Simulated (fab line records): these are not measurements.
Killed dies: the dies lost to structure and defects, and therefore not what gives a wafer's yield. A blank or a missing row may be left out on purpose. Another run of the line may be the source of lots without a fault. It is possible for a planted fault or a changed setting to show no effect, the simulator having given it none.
What tool caused it? :: flow gf180mcu :: 42 wafers from 14 lots sampled at 5 of the route's 602 steps

## WHAT THE GAUGES SHOWED, per wafer
GF_VT_IMPLANT_OVL_MEAS_07. Usual: VT_IMPLANT_OVL -0.2 nm, standard deviation 1.5.
lot: L959
measured: day 5 17:03
on: overlay-01
VT_IMPLANT_OVL (nm): -0.4 0.0 2.7
flag: 

lot: L960
measured: day 5 21:28
on: overlay-01
VT_IMPLANT_OVL (nm): -0.2 -0.8 0.1
flag: 

lot: L963
measured: day 6 15:27
on: overlay-02
VT_IMPLANT_OVL (nm): 1.5 0.1 3.2
flag: 

lot: L964
measured: day 6 21:34
on: overlay-02
VT_IMPLANT_OVL (nm): -0.5 -2.3 -1.8
flag: 

lot: L965
measured: day 7 04:00
on: overlay-02
VT_IMPLANT_OVL (nm): 0.0 0.9 0.4
flag: 

lot: L966
measured: day 7 10:52
on: overlay-02
VT_IMPLANT_OVL (nm): 0.0 1.3 -1.3
flag: 

lot: L968
measured: day 7 21:55
on: overlay-01
VT_IMPLANT_OVL (nm): 2.9 -0.1 1.6
flag: 

lot: L971
measured: day 8 16:49
on: overlay-02
VT_IMPLANT_OVL (nm): -1.1 -1.3 -0.2
flag: 

lot: L973
measured: day 9 05:39
on: overlay-01
VT_IMPLANT_OVL (nm): 0.5 1.6 0.9
flag: 

lot: L974
measured: day 9 10:31
on: overlay-01
VT_IMPLANT_OVL (nm): 1.3 -1.5 2.4
flag: 

lot: L975
measured: day 9 16:34
on: overlay-01
VT_IMPLANT_OVL (nm): 0.6 0.9 0.2
flag: 

lot: L976
measured: day 9 22:54
on: overlay-01
VT_IMPLANT_OVL (nm): 0.7 0.7 -0.7
flag: 

lot: L979
measured: day 10 17:16
on: overlay-02
VT_IMPLANT_OVL (nm): 0.0 -0.8 -1.2
flag: 

lot: L982
measured: day 11 13:42
on: overlay-02
VT_IMPLANT_OVL (nm): 0.6 -2.4 -1.9
flag: 

GF_VT_IMPLANT_TW_MEAS_10. Usual: VT_IMPLANT_TW 562, standard deviation 4.8.
lot: L959
measured: day 5 17:20
on: film metro-03
VT_IMPLANT_TW: 566 566 563
flag: 

lot: L960
measured: day 5 21:45
on: film metro-04
VT_IMPLANT_TW: 572 576 573
flag: 

lot: L963
measured: day 6 15:44
on: film metro-02
VT_IMPLANT_TW: 559 558 563
flag: 

lot: L964
measured: day 6 21:52
on: film metro-04
VT_IMPLANT_TW: 572 570 571
flag: 

lot: L965
measured: day 7 04:17
on: film metro-02
VT_IMPLANT_TW: 557 559 560
flag: 

lot: L966
measured: day 7 11:09
on: film metro-03
VT_IMPLANT_TW: 561 560 561
flag: 

lot: L968
measured: day 7 22:12
on: film metro-03
VT_IMPLANT_TW: 563 564 557
flag: 

lot: L971
measured: day 8 17:07
on: film metro-04
VT_IMPLANT_TW: 569 565 571
flag: 

lot: L973
measured: day 9 05:56
on: film metro-04
VT_IMPLANT_TW: 565 566 568
flag: 

lot: L974
measured: day 9 10:48
on: film metro-02
VT_IMPLANT_TW: 555 556 555
flag: 

lot: L975
measured: day 9 16:51
on: film metro-03
VT_IMPLANT_TW: 559 561 560
flag: 

lot: L976
measured: day 9 23:11
on: film metro-03
VT_IMPLANT_TW: 559 557 561
flag: 

lot: L979
measured: day 10 17:34
on: film metro-03
VT_IMPLANT_TW: 564 563 562
flag: 

lot: L982
measured: day 11 13:59
on: film metro-02
VT_IMPLANT_TW: 556 554 557
flag: 

GF_HV_LDD_TW_MEAS_23. Usual: HV_LDD_2_TW 1057, standard deviation 10.
lot: L959
measured: day 10 20:25
on: film metro-04
HV_LDD_2_TW: 1072 1065 1060
flag: 

lot: L960
measured: day 11 04:18
on: film metro-01
HV_LDD_2_TW: 1066 1072 1068
flag: 

lot: L963
measured: day 12 00:22
on: film metro-01
HV_LDD_2_TW: 1059 1064 1058
flag: 

lot: L964
measured: day 12 10:31
on: film metro-01
HV_LDD_2_TW: 1066 1060 1066
flag: 

lot: L965
measured: day 12 18:06
on: film metro-01
HV_LDD_2_TW: 1059 1065 1055
flag: 

lot: L966
measured: day 13 00:25
on: film metro-01
HV_LDD_2_TW: 1060 1067 1069
flag: 

lot: L968
measured: day 13 13:41
on: film metro-02
HV_LDD_2_TW: 1043 1047 1047
flag: 

lot: L971
measured: day 14 14:38
on: film metro-02
HV_LDD_2_TW: 1046 1046 1048
flag: 

lot: L973
measured: day 15 03:10
on: film metro-01
HV_LDD_2_TW: 989 995 982
flag: OFF

lot: L974
measured: day 15 10:52
on: film metro-04
HV_LDD_2_TW: 1066 1067 1066
flag: 

lot: L975
measured: day 15 20:32
on: film metro-02
HV_LDD_2_TW: 968 963 967
flag: OFF

lot: L976
measured: day 16 02:49
on: film metro-02
HV_LDD_2_TW: 1041 1048 1042
flag: 

lot: L979
measured: day 17 01:28
on: film metro-04
HV_LDD_2_TW: 1058 1068 1056
flag: 

lot: L982
measured: day 18 03:50
on: film metro-01
HV_LDD_2_TW: 1062 1065 1066
flag: 

GF_HV_LDD_CD_MEAS_46: target cd 400 nm. Usual: cd nm 400.2 nm, standard deviation 2.
lot: L959
measured: day 12 10:24
on: cd sem-01
cd nm (nm): 402.5 401.8 404.0
flag: 

lot: L960
measured: day 12 18:30
on: cd sem-01
cd nm (nm): 399.1 399.4 399.5
flag: 

lot: L963
measured: day 13 17:18
on: cd sem-01
cd nm (nm): 401.9 402.2 402.2
flag: 

lot: L964
measured: day 14 03:52
on: cd sem-02
cd nm (nm): 397.9 399.3 397.7
flag: 

lot: L965
measured: day 14 11:29
on: cd sem-01
cd nm (nm): 402.1 401.1 402.9
flag: 

lot: L966
measured: day 14 18:46
on: cd sem-01
cd nm (nm): 395.5 398.5 399.3
flag: 

lot: L968
measured: day 15 07:23
on: cd sem-01
cd nm (nm): 401.0 398.8 400.3
flag: 

lot: L971
measured: day 16 09:52
on: cd sem-02
cd nm (nm): 400.4 398.2 399.3
flag: 

lot: L973
measured: day 16 23:27
on: cd sem-02
cd nm (nm): 398.7 400.2 398.3
flag: 

lot: L974
measured: day 17 07:42
on: cd sem-01
cd nm (nm): 396.4 400.1 398.0
flag: 

lot: L975
measured: day 17 18:40
on: cd sem-01
cd nm (nm): 400.0 398.8 400.7
flag: 

lot: L976
measured: day 18 01:30
on: cd sem-02
cd nm (nm): 398.9 401.5 403.0
flag: 

lot: L979
measured: day 19 01:28
on: cd sem-02
cd nm (nm): 400.1 400.0 399.2
flag: 

lot: L982
measured: day 20 04:11
on: cd sem-02
cd nm (nm): 405.1 404.2 401.4
flag: 

## WHICH TOOL RAN EACH LOT (tool, then ch and the chambers of the sampled wafers, then the start)
lot: L959
GF_HV_LDD_IMPLANT_21: implanter-01 ch 0, day 10 20:10

lot: L960
GF_HV_LDD_IMPLANT_21: implanter-04 ch 0, day 11 04:03

lot: L963
GF_HV_LDD_IMPLANT_21: implanter-04 ch 0, day 12 00:07

lot: L964
GF_HV_LDD_IMPLANT_21: implanter-03 ch 0, day 12 10:17

lot: L965
GF_HV_LDD_IMPLANT_21: implanter-01 ch 0, day 12 17:51

lot: L966
GF_HV_LDD_IMPLANT_21: implanter-01 ch 0, day 13 00:11

lot: L968
GF_HV_LDD_IMPLANT_21: implanter-03 ch 0, day 13 13:26

lot: L971
GF_HV_LDD_IMPLANT_21: implanter-03 ch 0, day 14 14:23

lot: L973
GF_HV_LDD_IMPLANT_21: implanter-03 ch 0, day 15 02:55

lot: L974
GF_HV_LDD_IMPLANT_21: implanter-01 ch 0, day 15 10:37

lot: L975
GF_HV_LDD_IMPLANT_21: implanter-03 ch 0, day 15 20:17

lot: L976
GF_HV_LDD_IMPLANT_21: implanter-04 ch 0, day 16 02:34

lot: L979
GF_HV_LDD_IMPLANT_21: implanter-01 ch 0, day 17 01:14

lot: L982
GF_HV_LDD_IMPLANT_21: implanter-01 ch 0, day 18 03:35
- GF_HV_LDD_IMPLANT_21

## AS READ BY THE TOOLS THEMSELVES (means over the sampled wafers that have a number; for cases with no such wafer, the mark the record gives instead)
GF_HV_LDD_IMPLANT_21. Usual: beam on s 9.98 s, standard deviation 0.19; faraday current uA 282, standard deviation 5.3.
lot: L959
tool: implanter-01
beam on s (s): 9.80
faraday current uA: 287
flag: 

lot: L960
tool: implanter-04
beam on s (s): 10.03
faraday current uA: 280
flag: 

lot: L963
tool: implanter-04
beam on s (s): 10.11
faraday current uA: 280
flag: 

lot: L964
tool: implanter-03
beam on s (s): 10.12
faraday current uA: 279
flag: 

lot: L965
tool: implanter-01
beam on s (s): 10.06
faraday current uA: 281
flag: 

lot: L966
tool: implanter-01
beam on s (s): 9.86
faraday current uA: 285
flag: 

lot: L968
tool: implanter-03
beam on s (s): 9.99
faraday current uA: 283
flag: 

lot: L971
tool: implanter-03
beam on s (s): 9.91
faraday current uA: 285
flag: 

lot: L973
tool: implanter-03
beam on s (s): 7.71
faraday current uA: 365
flag: OFF

lot: L974
tool: implanter-01
beam on s (s): 10.13
faraday current uA: 278
flag: 

lot: L975
tool: implanter-03
beam on s (s): 7.85
faraday current uA: 360
flag: OFF

lot: L976
tool: implanter-04
beam on s (s): 9.94
faraday current uA: 283
flag: 

lot: L979
tool: implanter-01
beam on s (s): 9.91
faraday current uA: 284
flag: 

lot: L982
tool: implanter-01
beam on s (s): 10.28
faraday current uA: 274
flag: 

## THE ANSWER, worked out from the rows above alone
Rule: lot off if the mean of its wafers having a number is beyond 3 standard deviations from the usual mean. A lot without any number at a reading at which 4 lots or more have one is off too. Where the step has rows for the other lots, those lots are counted as sound. After the gauges, taken in route order, come the tools' own readings; for these a lot's mean is taken, as printed above. At the first step where some lot is off, the reading lying furthest off is the one used; lots without a number count as furthest.
Off: L973, L975, seen at GF_HV_LDD_TW_MEAS_23 (HV_LDD_2_TW).
A tool fits if, at a process step before that reading, it ran every lot that is off, and no sound lot after the first of them. The gauges at GF_HV_LDD_TW_MEAS_23 aren't tried: what is off there is off at GF_HV_LDD_IMPLANT_21 too, on other tools, and a gauge's error can't cause that. One fits: GF_HV_LDD_IMPLANT_21 on implanter-03. A fault onset in the window from L971 (day 14 14:23, its last sound lot) to L973 (day 15 02:55, its first lot off) fits.
The tool's own readings at GF_HV_LDD_IMPLANT_21 bear it out: on the lots that are off they differ by more than 5 times the standard deviation of the sound lots' means. beam on s reads 7.78 s there against 10.01 s on the sound lots; faraday current uA reads 362 there against 282 on the sound lots.

## WHAT THE SIMULATOR HAD INSERTED
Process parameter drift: implanter-03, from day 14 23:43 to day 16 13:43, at GF_HV_LDD_IMPLANT_21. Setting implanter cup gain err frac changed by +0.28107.
Lots struck among those shown: L973, L975. Same finding as the rule above.
